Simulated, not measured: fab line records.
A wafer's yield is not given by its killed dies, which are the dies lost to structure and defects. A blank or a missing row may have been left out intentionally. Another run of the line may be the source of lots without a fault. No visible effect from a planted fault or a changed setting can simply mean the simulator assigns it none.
fab line records	flow sky130
record lots=5	wafers=15	lastDay=49
route steps=708 shown LDD_P@265 LDD_HVN@267 LDD_HVP@278
lots with no fault: from the same line, run without faults
startH: start of the lot's first displayed wafer, in hours after the record's first day	waitH: hours from the lot's prior step to this one	" repeats the value in the row above	L1.1+2: a row that stands for several wafers	- either no value or no given start	* or withheld: withheld	< > ~ a bound
route shown NAME@n: a module of which the file shows steps, and the number in the route of the first	usual: mean/standard deviation of fault-free wafers	same: alike in all rows	chamber/n: place in a boat	sites: each site's reading	_std_site: the values' standard deviation	_edge_site: outer sites' mean less inner sites'	radiusMm: how far each site lies from the wafer's centre	mask NAME#n: copy n	behind: the tool/chamber that last shaped the wafer	hold: the reason the lot was held/the length of the hold in hours/how it ended	device: transistor that didn't switch, given as n, p or np	end of line: tests run on the same wafers once the route is complete	a step given without rows: its recipe and nothing more	killed: count of dies lost to structure and defects at first sort (not the wafer's yield)	map: the dies of a wafer, with x for killed, . for not killed, _ for no die there
set.NAME: the setting the step ran with; set.NAME@STEP: the setting that earlier step ran with	model.NAME: the simulator's own value behind a step, which no gauge read
a table for each step, a row for each wafer; lots at some steps of the route
services: the hour from which a tool's chamber was out of use, counted from the record's first day as startH (under 0 if before that day), plus the number of hours and why
## steps
# step SKY_LDD_P_STRIP_10
# recipe chemistry=O2/N2	powerW=1400	pressureMtorr=1500	platenTempC=withheld	o2FlowSccm=3000	n2FlowSccm=300	overashFraction=0.5
# usual drypumpMotorCurrentA=5.7/0.32	o2FlowSccm=3000/8.3	oesProductAu=0.715/0.0044	stripTimeToEndpointS=14.18/0.036
lot.wafer	tool	chamber	startH	waitH	drypumpMotorCurrentA	o2FlowSccm	oesProductAu	rfHoursCounterH	stripTimeToEndpointS
L082.1	plasmaAsher-01	1	502.54	0.1	5.7	3002	0.714	68	14.19
L082.2	"	0	"	"	5.9	2994	0.713	68	14.15
L082.5	"	1	"	"	5.7	2987	0.718	-	14.18
L085.2	plasmaAsher-02	0	547.25	0.1	5.1	3004	0.714	12	14.13
L085.3	"	1	"	"	6.0	3002	0.713	-	14.12
L085.6	"	0	"	"	5.2	3014	0.722	-	14.09
L090.3	plasmaAsher-01	0	580.71	0.1	6.0	2997	0.716	-	14.16
L090.5	"	0	"	"	5.9	3004	0.713	-	14.17
L090.6	"	1	"	"	5.7	2996	0.710	-	14.18
L091.2	plasmaAsher-04	1	587.69	0.1	5.4	2991	0.717	89	14.17
L091.3	"	1	"	"	5.4	3001	0.719	-	14.19
L091.5	"	1	"	"	5.4	2998	0.712	-	14.16
L096.1	plasmaAsher-01	1	621.24	0.1	5.7	2983	0.717	79	14.17
L096.3	"	1	"	"	5.7	2997	0.706	-	14.20
L096.5	"	0	"	"	6.0	3001	0.722	-	14.18
# step SKY_LDD_P_TW_MEAS_11
# usual LDD_P_TW=632/6.4
lot.wafer	tool	chamber	startH	waitH	LDD_P_TW
L082.1	filmMetro-04	-	502.64	0.1	645
L082.2	"	-	"	"	647
L082.5	"	-	"	"	641
L085.2	filmMetro-03	-	547.36	0.1	634
L085.3	"	-	"	"	638
L085.6	"	-	"	"	635
L090.3	filmMetro-03	-	580.80	0.1	635
L090.5	"	-	"	"	631
L090.6	"	-	"	"	627
L091.2	filmMetro-04	-	587.80	0.1	639
L091.3	"	-	"	"	644
L091.5	"	-	"	"	641
L096.1	filmMetro-02	-	621.34	0.1	626
L096.3	"	-	"	"	626
L096.5	"	-	"	"	624
# step SKY_LDD_HVN_DEHYDRATE_00
# recipe tempC=200	timeS=60
lot.wafer	tool	chamber	startH	waitH
L082.1+2+5	lithoTrack-01	0	516.66	14.0
L085.2+3+6	lithoTrack-03	0	562.11	14.7
L090.3+5+6	lithoTrack-01	0	595.11	14.3
L091.2+3+5	lithoTrack-03	0	601.71	13.9
L096.1+3+5	lithoTrack-02	0	635.17	13.8
# step SKY_LDD_HVN_HMDS_01
# recipe primeTimeS=60	primeTempC=120
lot.wafer	tool	chamber	startH	waitH
L082.1+2+5	lithoTrack-01	0	516.81	0.1
L085.2+3+6	lithoTrack-03	0	562.26	0.1
L090.3+5+6	lithoTrack-01	0	595.26	0.1
L091.2+3+5	lithoTrack-03	0	601.86	0.1
L096.1+3+5	lithoTrack-02	0	635.32	0.1
# step SKY_LDD_HVN_COAT_02
# recipe resist=NOVOLAK	spinRpm=3000	resistThkNm=300
lot.wafer	tool	chamber	startH	waitH
L082.1+2+5	lithoTrack-01	0	516.96	0.1
L085.2+3+6	lithoTrack-03	0	562.41	0.1
L090.3+5+6	lithoTrack-01	0	595.41	0.1
L091.2+3+5	lithoTrack-03	0	602.01	0.1
L096.1+3+5	lithoTrack-02	0	635.47	0.1
# step SKY_LDD_HVN_SOFTBAKE_03
# recipe tempC=90	timeS=60	resist=NOVOLAK
lot.wafer	tool	chamber	startH	waitH
L082.1+2+5	lithoTrack-01	0	517.11	0.1
L085.2+3+6	lithoTrack-03	0	562.56	0.1
L090.3+5+6	lithoTrack-01	0	595.56	0.1
L091.2+3+5	lithoTrack-03	0	602.16	0.1
L096.1+3+5	lithoTrack-02	0	635.62	0.1
# step SKY_LDD_HVN_EXPOSE_04
# recipe maskId=HVNTM	na=0.6	sourceShape=conventional	sigmaOuter=0.6	polarization=unpolarized	targetCdNm=700	doseMj=127
# usual exposureDoseMJCm2=127.02/0.12
lot.wafer	tool	chamber	startH	waitH	mask	exposureDoseMJCm2
L082.1	ilineStepper-02	0	-	-	HVNTM#0	127.15
L082.2	"	0	"	"	HVNTM#0	127.25
L082.5	"	0	"	"	HVNTM#0	126.96
L085.2	ilineStepper-02	0	-	-	HVNTM#0	126.99
L085.3	"	0	"	"	HVNTM#0	127.05
L085.6	"	0	"	"	HVNTM#0	126.88
L090.3	ilineStepper-01	0	-	-	HVNTM#0	127.25
L090.5	"	0	"	"	HVNTM#0	127.28
L090.6	"	0	"	"	HVNTM#0	127.21
L091.2	ilineStepper-02	0	-	-	HVNTM#0	127.11
L091.3	"	0	"	"	HVNTM#0	127.21
L091.5	"	0	"	"	HVNTM#0	127.12
L096.1	ilineStepper-02	0	-	-	HVNTM#0	126.88
L096.3	"	0	"	"	HVNTM#0	126.89
L096.5	"	0	"	"	HVNTM#0	127.06
# step SKY_LDD_HVN_PEB_05
# recipe tempC=withheld	timeS=*	resist=NOVOLAK
lot.wafer	tool	chamber	startH	waitH
L082.1+2+5	lithoTrack-01	0	-	-
L085.2+3+6	lithoTrack-01	0	-	-
L090.3+5+6	lithoTrack-01	0	-	-
L091.2+3+5	lithoTrack-02	0	-	-
L096.1+3+5	lithoTrack-02	0	-	-
# step SKY_LDD_HVN_DEVELOP_06
# recipe resist=NOVOLAK	developer=TMAH	developTimeS=60	devTempC=23
lot.wafer	tool	chamber	startH	waitH
L082.1+2+5	lithoTrack-01	0	532.11	0.1
L085.2+3+6	lithoTrack-01	0	576.68	0.1
L090.3+5+6	lithoTrack-01	0	610.21	0.1
L091.2+3+5	lithoTrack-02	0	616.50	0.1
L096.1+3+5	lithoTrack-02	0	649.62	0.1
# step SKY_LDD_HVN_OVL_MEAS_07
# usual LDD_HVN_OVL=0.7/1.3
lot.wafer	tool	chamber	startH	waitH	LDD_HVN_OVL[nm]
L082.1	overlay-01	-	532.26	0.1	1.8
L082.2	"	-	"	"	0.1
L082.5	"	-	"	"	0.2
L085.2	overlay-01	-	576.81	0.1	3.0
L085.3	"	-	"	"	1.5
L085.6	"	-	"	"	1.3
L090.3	overlay-02	-	610.32	0.1	-1.5
L090.5	"	-	"	"	-1.4
L090.6	"	-	"	"	-0.6
L091.2	overlay-01	-	616.63	0.1	2.2
L091.3	"	-	"	"	1.3
L091.5	"	-	"	"	2.2
L096.1	overlay-02	-	649.77	0.1	1.2
L096.3	"	-	"	"	1.7
L096.5	"	-	"	"	1.1
# step SKY_LDD_HVN_IMPLANT_08
# recipe species=P	energyKev=60	doseCm2=3e+13	tiltDeg=40
# usual faradayCurrentUA=169/3.4
lot.wafer	tool	chamber	startH	waitH	faradayCurrentUA
L082.1	implanter-03	0	532.30	0.0	167
L082.2	"	0	"	"	175
L082.5	"	0	"	"	173
L085.2	implanter-02	0	576.87	0.0	166
L085.3	"	0	"	"	166
L085.6	"	0	"	"	166
L090.3	implanter-01	0	610.39	0.1	163
L090.5	"	0	"	"	167
L090.6	"	0	"	"	172
L091.2	implanter-03	0	616.68	0.0	166
L091.3	"	0	"	"	167
L091.5	"	0	"	"	165
L096.1	implanter-02	0	649.81	0.0	167
L096.3	"	0	"	"	170
L096.5	"	0	"	"	167
# step SKY_LDD_HVN_STRIP_09
# recipe chemistry=O2/N2	powerW=1400	pressureMtorr=1500	platenTempC=withheld	o2FlowSccm=3000	n2FlowSccm=300	overashFraction=0.5
# usual drypumpMotorCurrentA=5.8/0.51	o2FlowSccm=3000/9.4	oesProductAu=0.408/0.0045	stripTimeToEndpointS=4.130/0.013
lot.wafer	tool	chamber	startH	waitH	drypumpMotorCurrentA	o2FlowSccm	oesProductAu	rfHoursCounterH	stripTimeToEndpointS
L082.1	plasmaAsher-03	1	532.45	0.1	6.7	2999	0.416	40	4.149
L082.2	"	0	"	"	6.7	2978	0.406	40	4.120
L082.5	"	0	"	"	6.8	3000	0.414	-	4.131
L085.2	plasmaAsher-02	0	576.99	0.1	5.2	2984	0.412	14	4.128
L085.3	"	1	"	"	6.1	2987	0.411	-	4.114
L085.6	"	1	"	"	6.0	2994	0.405	-	4.141
L090.3	plasmaAsher-02	0	610.53	0.1	5.1	2998	0.412	-	4.119
L090.5	"	1	"	"	6.0	2997	0.419	-	4.124
L090.6	"	0	"	"	5.1	2996	0.404	-	4.110
L091.2	plasmaAsher-04	1	616.81	0.1	5.4	3004	0.409	92	4.148
L091.3	"	0	"	"	6.1	2998	0.407	-	4.139
L091.5	"	1	"	"	5.4	3009	0.406	-	4.117
L096.1	plasmaAsher-02	1	649.96	0.1	6.0	3006	0.403	22	4.116
L096.3	"	0	"	"	5.2	3002	0.409	-	4.123
L096.5	"	1	"	"	6.0	3013	0.412	-	4.124
# step SKY_LDD_HVN_TW_MEAS_10
# usual LDD_HVN_TW=1421/8.8
lot.wafer	tool	chamber	startH	waitH	LDD_HVN_TW
L082.1	filmMetro-01	-	532.54	0.1	1424
L082.2	"	-	"	"	1427
L082.5	"	-	"	"	1419
L085.2	filmMetro-03	-	577.10	0.1	1423
L085.3	"	-	"	"	1422
L085.6	"	-	"	"	1424
L090.3	filmMetro-02	-	610.61	0.1	1407
L090.5	"	-	"	"	1422
L090.6	"	-	"	"	1417
L091.2	filmMetro-01	-	616.92	0.1	1418
L091.3	"	-	"	"	1416
L091.5	"	-	"	"	1420
L096.1	filmMetro-02	-	650.06	0.1	1399
L096.3	"	-	"	"	1396
L096.5	"	-	"	"	1409
# step SKY_LDD_HVP_DEHYDRATE_00
# recipe tempC=200	timeS=60
lot.wafer	tool	chamber	startH	waitH
L082.1+2+5	lithoTrack-03	0	546.38	13.8
L085.2+3+6	lithoTrack-03	0	591.91	14.8
L090.3+5+6	lithoTrack-04	0	624.40	13.8
L091.2+3+5	lithoTrack-04	0	630.32	13.4
L096.1+3+5	lithoTrack-01	0	663.66	13.6
# step SKY_LDD_HVP_HMDS_01
# recipe primeTimeS=60	primeTempC=120
lot.wafer	tool	chamber	startH	waitH
L082.1+2+5	lithoTrack-03	0	546.53	0.1
L085.2+3+6	lithoTrack-03	0	592.06	0.1
L090.3+5+6	lithoTrack-04	0	624.55	0.1
L091.2+3+5	lithoTrack-04	0	630.47	0.1
L096.1+3+5	lithoTrack-01	0	663.81	0.1
# step SKY_LDD_HVP_COAT_02
# recipe resist=NOVOLAK	spinRpm=3000	resistThkNm=300
lot.wafer	tool	chamber	startH	waitH
L082.1+2+5	lithoTrack-03	0	546.68	0.1
L085.2+3+6	lithoTrack-03	0	592.21	0.1
L090.3+5+6	lithoTrack-04	0	624.70	0.1
L091.2+3+5	lithoTrack-04	0	630.62	0.1
L096.1+3+5	lithoTrack-01	0	663.96	0.1
# step SKY_LDD_HVP_SOFTBAKE_03
# recipe tempC=90	timeS=60	resist=NOVOLAK
lot.wafer	tool	chamber	startH	waitH
L082.1+2+5	lithoTrack-03	0	546.83	0.1
L085.2+3+6	lithoTrack-03	0	592.36	0.1
L090.3+5+6	lithoTrack-04	0	624.85	0.1
L091.2+3+5	lithoTrack-04	0	630.77	0.1
L096.1+3+5	lithoTrack-01	0	664.11	0.1
# step SKY_LDD_HVP_EXPOSE_04
# recipe maskId=HVPTM	na=0.6	sourceShape=conventional	sigmaOuter=0.6	polarization=unpolarized	targetCdNm=700	doseMj=86
# usual exposureDoseMJCm2=86.00/0.083
lot.wafer	tool	chamber	startH	waitH	mask	exposureDoseMJCm2
L082.1	ilineStepper-01	0	-	-	HVPTM#0	86.05
L082.2	"	0	"	"	HVPTM#0	85.93
L082.5	"	0	"	"	HVPTM#0	85.91
L085.2	ilineStepper-02	0	-	-	HVPTM#0	85.98
L085.3	"	0	"	"	HVPTM#0	86.13
L085.6	"	0	"	"	HVPTM#0	86.07
L090.3	ilineStepper-02	0	-	-	HVPTM#0	86.08
L090.5	"	0	"	"	HVPTM#0	86.11
L090.6	"	0	"	"	HVPTM#0	85.98
L091.2	ilineStepper-02	0	-	-	HVPTM#0	86.13
L091.3	"	0	"	"	HVPTM#0	85.89
L091.5	"	0	"	"	HVPTM#0	85.96
L096.1	ilineStepper-02	0	-	-	HVPTM#0	85.95
L096.3	"	0	"	"	HVPTM#0	86.06
L096.5	"	0	"	"	HVPTM#0	86.12
# step SKY_LDD_HVP_PEB_05
# recipe tempC=withheld	timeS=*	resist=NOVOLAK
lot.wafer	tool	chamber	startH	waitH
L082.1+2+5	lithoTrack-03	0	-	-
L085.2+3+6	lithoTrack-03	0	-	-
L090.3+5+6	lithoTrack-04	0	-	-
L091.2+3+5	lithoTrack-04	0	-	-
L096.1+3+5	lithoTrack-04	0	-	-
# step SKY_LDD_HVP_DEVELOP_06
# recipe resist=NOVOLAK	developer=TMAH	developTimeS=60	devTempC=23
lot.wafer	tool	chamber	startH	waitH
L082.1+2+5	lithoTrack-03	0	561.93	0.1
L085.2+3+6	lithoTrack-03	0	606.36	0.1
L090.3+5+6	lithoTrack-04	0	639.05	0.1
L091.2+3+5	lithoTrack-04	0	644.32	0.1
L096.1+3+5	lithoTrack-04	0	678.20	0.1
# step SKY_LDD_HVP_OVL_MEAS_07
# usual LDD_HVP_OVL=-0.9/1.5
lot.wafer	tool	chamber	startH	waitH	LDD_HVP_OVL[nm]
L082.1	overlay-02	-	562.08	0.1	-0.1
L082.2	"	-	"	"	0.4
L082.5	"	-	"	"	-1.0
L085.2	overlay-01	-	606.49	0.1	-0.8
L085.3	"	-	"	"	-1.2
L085.6	"	-	"	"	-1.1
L090.3	overlay-01	-	639.16	0.1	0.2
L090.5	"	-	"	"	-0.1
L090.6	"	-	"	"	0.3
L091.2	overlay-01	-	644.45	0.1	-1.4
L091.3	"	-	"	"	-0.3
L091.5	"	-	"	"	-1.7
L096.1	overlay-01	-	678.35	0.1	-0.8
L096.3	"	-	"	"	-1.3
L096.5	"	-	"	"	-2.5
# step SKY_LDD_HVP_IMPLANT_08
# recipe species=B	energyKev=20	doseCm2=1.7e+13	tiltDeg=17.9
# usual faradayCurrentUA=95.8/1.9
lot.wafer	tool	chamber	startH	waitH	faradayCurrentUA
L082.1	implanter-02	0	562.12	0.0	94.6
L082.2	"	0	"	"	93.9
L082.5	"	0	"	"	96.1
L085.2	implanter-02	0	606.54	0.0	97.7
L085.3	"	0	"	"	96.6
L085.6	"	0	"	"	98.9
L090.3	implanter-01	0	639.23	0.1	97.5
L090.5	"	0	"	"	96.4
L090.6	"	0	"	"	90.2
L091.2	implanter-04	0	644.51	0.0	93.0
L091.3	"	0	"	"	92.7
L091.5	"	0	"	"	93.5
L096.1	implanter-04	0	678.38	0.0	94.2
L096.3	"	0	"	"	96.4
L096.5	"	0	"	"	94.5
# step SKY_LDD_HVP_STRIP_09
# recipe chemistry=O2/N2	powerW=1400	pressureMtorr=1500	platenTempC=withheld	o2FlowSccm=3000	n2FlowSccm=300	overashFraction=0.5
# usual drypumpMotorCurrentA=6.0/0.51	o2FlowSccm=3001/8.1	oesProductAu=0.409/0.0046	stripTimeToEndpointS=4.136/0.013
lot.wafer	tool	chamber	startH	waitH	drypumpMotorCurrentA	o2FlowSccm	oesProductAu	rfHoursCounterH	stripTimeToEndpointS
L082.1	plasmaAsher-03	1	562.27	0.1	6.7	3000	0.408	43	4.144
L082.2	"	0	"	"	6.7	2997	0.413	43	4.133
L082.5	"	0	"	"	6.7	2995	0.405	-	4.137
L085.2	plasmaAsher-01	0	606.67	0.1	6.0	3005	0.410	78	4.105
L085.3	"	0	"	"	5.9	3009	0.407	-	4.111
L085.6	"	1	"	"	5.7	2996	0.403	-	4.120
L090.3	plasmaAsher-02	1	639.37	0.1	6.0	2995	0.410	-	4.125
L090.5	"	1	"	"	6.0	2998	0.408	-	4.143
L090.6	"	0	"	"	5.2	2995	0.407	-	4.133
L091.2	plasmaAsher-03	0	644.63	0.1	6.8	3003	0.408	52	4.111
L091.3	"	1	"	"	6.8	2985	0.413	-	4.135
L091.5	"	0	"	"	6.8	3012	0.414	-	4.153
L096.1	plasmaAsher-01	1	678.53	0.1	5.7	3006	0.406	86	4.153
L096.3	"	0	"	"	5.9	2996	0.415	-	4.161
L096.5	"	0	"	"	6.0	3005	0.410	-	4.134
# step SKY_LDD_HVP_TW_MEAS_10
# usual LDD_HVP_TW=457/5.2
lot.wafer	tool	chamber	startH	waitH	LDD_HVP_TW
L082.1	filmMetro-04	-	562.37	0.1	459
L082.2	"	-	"	"	461
L082.5	"	-	"	"	457
L085.2	filmMetro-01	-	606.78	0.1	453
L085.3	"	-	"	"	452
L085.6	"	-	"	"	448
L090.3	filmMetro-01	-	639.45	0.1	453
L090.5	"	-	"	"	453
L090.6	"	-	"	"	456
L091.2	filmMetro-01	-	644.74	0.1	454
L091.3	"	-	"	"	454
L091.5	"	-	"	"	453
L096.1	filmMetro-03	-	678.63	0.1	452
L096.3	"	-	"	"	452
L096.5	"	-	"	"	452
## services
tool	chamber	startH	hours	kind
ilineStepper-01	-	561.59	1.7	pm
implanter-04	-	564.65	0.5	repair
implanter-02	-	566.96	3.0	repair
implanter-04	-	588.23	1.9	repair
implanter-02	-	588.60	2.0	repair
plasmaAsher-03	-	595.22	1.7	repair
plasmaAsher-04	-	601.69	2.1	repair
ilineStepper-02	-	617.47	1.7	pm
implanter-03	-	620.41	1.8	repair
plasmaAsher-04	-	637.37	14.6	pm
plasmaAsher-03	-	649.19	14.6	pm
ilineStepper-02	-	654.33	8.9	pm
implanter-02	-	658.16	3.7	repair
plasmaAsher-02	-	665.06	1.4	repair
implanter-02	-	672.90	5.0	repair
plasmaAsher-03	-	673.57	10.2	repair
ilineStepper-02	-	674.56	4.4	pm
plasmaAsher-02	-	678.59	1.4	repair
## key
fault none
